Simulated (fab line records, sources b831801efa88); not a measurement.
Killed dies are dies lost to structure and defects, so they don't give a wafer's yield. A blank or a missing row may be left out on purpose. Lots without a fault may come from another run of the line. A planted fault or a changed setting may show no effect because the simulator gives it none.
A struck lot beside a sound one | flow sfq_line | 14 steps out of a route of 325
Sound: wafers L303.1, L303.2, L303.6. Struck: wafers L301.5, L301.6. The cause comes at the end.
At each step with rows: each side's tool, then ch and its chambers, then its first start. Under that, the readings that differ: sound wafers | struck wafers | difference of the means | sigmas: that difference in standard deviations of wafers without a fault.
alike: readings whose means differ by less than 2 such deviations, and words and numbers that are the same on both sides. not compared: withheld readings, readings that some wafer has no value for, bounds like >300 that may hide the same value, and numbers for which the record gives no deviation and whose values overlap.
The two part at a step that has a row with sigmas, a row that says differs or no value, or rows on one side only. Numbers that don't overlap but have no deviation are shown without sigmas and don't part them. A reading that every wafer of one side lacks parts them only if that side has two wafers or more.

first, 2 steps without rows for these wafers: SFQ_TRILAYER_I7_VIA_LITHO_PEB_190 (peb time 60 s); SFQ_TRILAYER_I7_VIA_LITHO_DEVELOP_189 (time 60 s).
SFQ_I7_OVL_MEAS_947:
  sound on overlay-01, day 83 03:27; struck on overlay-01, day 81 18:50
  alike: I7_OVL
SFQ_TRILAYER_I7_VIA_BARC_OPEN_VIA_ETCH_260: etches BARC in O2, target depth 125 nm, time 41.7 s.
  sound on rie_diel-02 ch 0,1, day 83 03:29; struck on rie_diel-02 ch 2,3, day 81 18:52
  alike: chamber_pressure_mTorr, drypump_motor_current_A, oes_product_au
  not compared: rf_hours_counter_h
SFQ_TRILAYER_I7_VIA_ETCH_VIA_ETCH_190: etches SiO2 in CHF3, stops on Nb, target depth 260 nm.
  sound on rie_diel-02 ch 0,1, day 83 03:32; struck on rie_diel-02 ch 2,3, day 81 18:57
  alike: chamber_pressure_mTorr, drypump_motor_current_A, oes_product_au
SFQ_TRILAYER_I7_VIA_STRIP_STRIP_191: strips in O2.
  sound on rie_metal-04 ch 0,1, day 83 03:38; struck on rie_metal-03 ch 0,1, day 81 19:25
  alike: chamber_pressure_mTorr, drypump_motor_current_A, oes_product_au
  not compared: rf_hours_counter_h
then, 6 steps without rows for these wafers: SFQ_TRILAYER_I7_VIA_STRIP_SOLV_CLEAN_192 (cleans in NMP, time 600 s); SFQ_TRILAYER_M8_LITHO_LOR_COAT_197; SFQ_TRILAYER_M8_LITHO_LOR_BAKE_198; SFQ_TRILAYER_M8_LITHO_COAT_193 (resist thk 600 nm); SFQ_TRILAYER_M8_LITHO_SOFTBAKE_199; SFQ_TRILAYER_M8_LITHO_EXPOSE_194 (exposes mask M8, target cd 2000 nm).
SFQ_TRILAYER_M8_LITHO_PEB_196: peb time 60 s.
  sound on litho_track-04 ch 0, day 83 06:55; struck on litho_track-02 ch 0, day 81 22:52
  reading                  | sound             | struck      | difference | sigmas
  heater_power_total_W (W) | 79.04 79.12 79.08 | 80.23 80.25 | +1.16      | +18
then, 1 step without rows for these wafers: SFQ_TRILAYER_M8_LITHO_DEVELOP_195 (img clear 15 s, time 55 s).

WHERE THEY PART
Only at SFQ_TRILAYER_M8_LITHO_PEB_196, within this record.

WHY: what the simulator had put in
Process parameter drift: litho_track-02, from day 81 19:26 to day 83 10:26, at SFQ_TRILAYER_M8_LITHO_PEB_196. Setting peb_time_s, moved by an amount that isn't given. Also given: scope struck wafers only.
